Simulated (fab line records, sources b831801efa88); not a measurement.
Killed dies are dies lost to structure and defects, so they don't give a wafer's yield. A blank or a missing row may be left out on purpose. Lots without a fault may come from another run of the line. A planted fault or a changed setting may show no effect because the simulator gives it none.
Which tool did it? | flow sky130 | 13 lots, 39 wafers sampled, at 4 steps of a route of 708

WHAT THE GAUGES READ, wafer by wafer
SKY_METAL1_RS_MEAS_05: measures by four-point-probe. Usual: METAL1_ALCU_RS 0.1262 ohm/sq, standard deviation 0.00094.
lot  | measured     | on            | METAL1_ALCU_RS (ohm/sq) | flag
L913 | day 32 01:22 | film_metro-01 | 0.1250 0.1254 0.1244    |
L914 | day 32 11:29 | film_metro-03 | 0.1261 0.1274 0.1271    |
L915 | day 32 13:04 | film_metro-01 | 0.1239 0.1248 0.1252    |
L917 | day 33 08:14 | film_metro-03 | 0.1247 0.1255 0.1253    |
L919 | day 33 21:04 | film_metro-02 | 0.1250 0.1258 0.1262    |
L923 | day 36 01:32 | film_metro-01 | 0.1264 0.1272 0.1271    |
L924 | day 36 03:17 | film_metro-03 | 0.1262 0.1257 0.1252    |
L925 | day 35 23:19 | film_metro-01 | 0.1268 0.1263 0.1257    |
L931 | day 37 11:47 | film_metro-01 | 0.1262 0.1269 0.1260    |
L932 | day 37 18:55 | film_metro-03 | 0.1266 0.1271 0.1254    |
L933 | day 38 08:23 | film_metro-01 | 0.1256 0.1251 0.1247    |
L934 | day 38 16:47 | film_metro-01 | 0.1260 0.1279 0.1266    |
L935 | day 38 18:36 | film_metro-03 | 0.1270 0.1282 0.1287    |

SKY_METAL1_THK_MEAS_06: measures by xrf. Usual: METAL1_ALCU_THK 255.1 nm, standard deviation 2.5.
lot  | measured     | on            | METAL1_ALCU_THK (nm) | flag
L913 | day 32 01:29 | film_metro-01 | 259.0 254.4 257.6    |
L914 | day 32 11:36 | film_metro-03 | 254.9 251.5 252.5    |
L915 | day 32 13:10 | film_metro-01 | 261.4 258.5 257.3    |
L917 | day 33 08:21 | film_metro-03 | 257.4 255.5 256.5    |
L919 | day 33 21:11 | film_metro-02 | 256.9 257.9 256.0    |
L923 | day 36 01:39 | film_metro-01 | 254.5 253.3 254.9    |
L924 | day 36 03:23 | film_metro-03 | 254.2 255.2 253.7    |
L925 | day 35 23:26 | film_metro-01 | 252.7 255.2 257.1    |
L931 | day 37 11:55 | film_metro-01 | 256.0 255.9 256.7    |
L932 | day 37 19:02 | film_metro-03 | 249.6 251.3 254.1    |
L933 | day 38 08:30 | film_metro-01 | 258.5 258.4 259.9    |
L934 | day 38 16:53 | film_metro-01 | 259.4 253.1 257.2    |
L935 | day 38 18:43 | film_metro-03 | 250.5 250.6 249.4    |

SKY_METAL1_OVL_MEAS_16. Usual: METAL1_OVL 2 nm, standard deviation 5.6.
lot  | measured     | on         | METAL1_OVL (nm) | flag
L913 | day 33 05:00 | overlay-02 | -2 -8 -10       |
L914 | day 33 14:14 | overlay-01 | 3 5 0           |
L915 | day 33 15:51 | overlay-02 | 0 1 1           |
L917 | day 34 10:08 | overlay-02 | 4 1 1           |
L919 | day 34 23:17 | overlay-02 | 9 8 1           |
L923 | day 37 03:33 | overlay-01 | -3 -1 -9        |
L924 | day 37 04:13 | overlay-01 | 10 6 8          |
L925 | day 37 00:35 | overlay-02 | 1 -1 4          |
L931 | day 38 13:33 | overlay-02 | 4 -1 3          |
L932 | day 38 20:33 | overlay-02 | -5 -2 0         |
L933 | day 39 09:38 | overlay-02 | 1 0 4           |
L934 | day 39 18:49 | overlay-02 | -1 4 -4         |
L935 | day 39 20:20 | overlay-02 | 6 4 4           |

WHICH TOOL RAN EACH LOT (tool, then ch and the chambers of the sampled wafers, then the start)
lot  | SKY_SONOS_ONO_ETCH_15
L913 | rie_diel-01 ch 0,1, day 13 00:40
L914 | rie_diel-04 ch 0,1,2, day 13 09:52
L915 | rie_diel-02 ch 0,1,3, day 13 09:59
L917 | rie_diel-02 ch 2,3, day 14 10:28
L919 | rie_diel-02 ch 0,1,2, day 14 22:28
L923 | rie_diel-01 ch 0,1,2, day 16 22:37
L924 | rie_diel-02 ch 0,1,3, day 16 23:35
L925 | rie_diel-04 ch 0,3, day 17 01:38
L931 | rie_diel-04 ch 0,2,3, day 18 18:37
L932 | rie_diel-01 ch 0,2,3, day 19 07:19
L933 | rie_diel-02 ch 0,2,3, day 20 03:41
L934 | rie_diel-04 ch 2,3, day 20 12:08
L935 | rie_diel-01 ch 0,1, day 20 12:25
- SKY_SONOS_ONO_ETCH_15: etches the open film in CHF3/O2, target depth 19.52 nm, time 7.8 s.

WHAT THE TOOLS THEMSELVES READ (means of the sampled wafers that have a number; where no wafer has one, the mark that the record gives instead)
SKY_SONOS_ONO_ETCH_15. Usual: O2_flow_sccm 4.998 sccm, standard deviation 0.014; bias_w 200.0 W, standard deviation 0.65; drypump_motor_current_A 5.8 A, standard deviation 0.41; oes_product_au 1.001 a.u., standard deviation 0.0078; throttle_valve_pct 8.825 %, standard deviation 0.0094.
lot  | tool        | O2_flow_sccm (sccm) | bias_w (W) | drypump_motor_current_A (A) | oes_product_au (a.u.) | throttle_valve_pct (%) | flag
L913 | rie_diel-01 | 4.994               | 199.5      | 5.5                         | 1.009                 | 8.840                  |
L914 | rie_diel-04 | 5.007               | 200.4      | 5.6                         | 1.008                 | 8.825                  |
L915 | rie_diel-02 | 5.001               | 199.8      | 5.7                         | 1.005                 | 8.822                  |
L917 | rie_diel-02 | 4.985               | 200.6      | 6.0                         | 1.005                 | 8.825                  |
L919 | rie_diel-02 | 4.999               | 200.1      | 5.7                         | 1.000                 | 8.818                  |
L923 | rie_diel-01 | -                   | -          | -                           | -                     | -                      | OFF
L924 | rie_diel-02 | -                   | -          | -                           | -                     | -                      | OFF
L925 | rie_diel-04 | -                   | -          | -                           | -                     | -                      | OFF
L931 | rie_diel-04 | 4.996               | 200.1      | 5.9                         | 1.007                 | 8.833                  |
L932 | rie_diel-01 | 5.008               | 200.4      | 5.9                         | 1.004                 | 8.833                  |
L933 | rie_diel-02 | 5.005               | 199.5      | 5.8                         | 1.001                 | 8.826                  |
L934 | rie_diel-04 | 5.004               | 200.6      | 6.1                         | 0.988                 | 8.828                  |
L935 | rie_diel-01 | 4.998               | 199.8      | 5.5                         | 0.995                 | 8.823                  |

THE ANSWER, worked out from the rows above alone
Rule: a lot is off if the mean of its wafers that have a number lies more than 3 standard deviations from the usual mean. A lot without any number at a reading at which 4 lots or more have one is off too. The other lots that the step has rows for count as sound. The gauges are gone through in route order, then the tools' own readings, and for those a lot's mean is taken as printed above. The first step at which some lot is off is used, and at that step the reading that is off furthest; a lot without a number counts as furthest.
Off: L923, L924, L925, at SKY_SONOS_ONO_ETCH_15 (O2_flow_sccm). Without a number there: L923, L924, L925.
A tool fits if, at that step or a process step before it, it ran every lot that is off, and no sound lot after the first of them. None of those tried fits.

WHAT THE SIMULATOR HAD PUT IN
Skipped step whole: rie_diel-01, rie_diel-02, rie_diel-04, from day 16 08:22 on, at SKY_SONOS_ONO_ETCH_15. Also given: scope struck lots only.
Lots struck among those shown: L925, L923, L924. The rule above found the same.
